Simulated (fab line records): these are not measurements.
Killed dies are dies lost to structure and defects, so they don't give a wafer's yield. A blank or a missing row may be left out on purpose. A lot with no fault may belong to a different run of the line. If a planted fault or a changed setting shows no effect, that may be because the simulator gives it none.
Chamber matching	flow gf180mcu	pecvd-04 running GF_CONTACT_CVD_02: 3 sister chambers
The step deposits SiO2 from TEOS, target thk 860 nm, time 95.992 s. 3 wafers are shown with their chamber, then 12 later ones without.

== EACH WAFER AND ITS CHAMBER ==
wafer	chamber	heater-power-w (W)
L093.4	2	989
L093.5	1	505
L093.6	0	579

== WAFERS WITHOUT THEIR CHAMBER ==
wafer	heater-power-w (W)
L094.2	579
L094.3	845
L094.6	915
L095.2	510
L095.4	919
L095.5	544
L096.3	588
L096.4	997
L096.6	455
L097.4	549
L097.5	806
L097.6	548

== CHAMBER TAKEN BY EACH ==
wafer	from the rows above	in truth
L094.2	can't be placed: 0 or 1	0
L094.3	can't be placed: 2 or 0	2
L094.6	2	2
L095.2	can't be placed: 1 or 0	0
L095.4	2	2
L095.5	can't be placed: 0 or 1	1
L096.3	can't be placed: 0 or 1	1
L096.4	2	2
L096.6	can't be placed: 1 or 0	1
L097.4	can't be placed: 0 or 1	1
L097.5	can't be placed: 2 or 0 or 1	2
L097.6	can't be placed: 0 or 1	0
Correct placement for 3 of the 12. Unplaceable from these rows: 9, with the true chamber sitting among the candidates in 9. Placed wrongly: 0.
How it was worked out, from the rows above alone: a wafer's distance from a chamber is the root of the sum, over the readings, of the square of ((its reading less the chamber's mean) divided by the reading's scatter). The wafer belongs to the nearest chamber; if the next one is less than 2 further off, it can't be placed. Each chamber's mean is taken over the wafers shown for it. The scatter: root of mean squared gap, hidden wafer to nearest shown wafer, with one shown wafer a chamber.
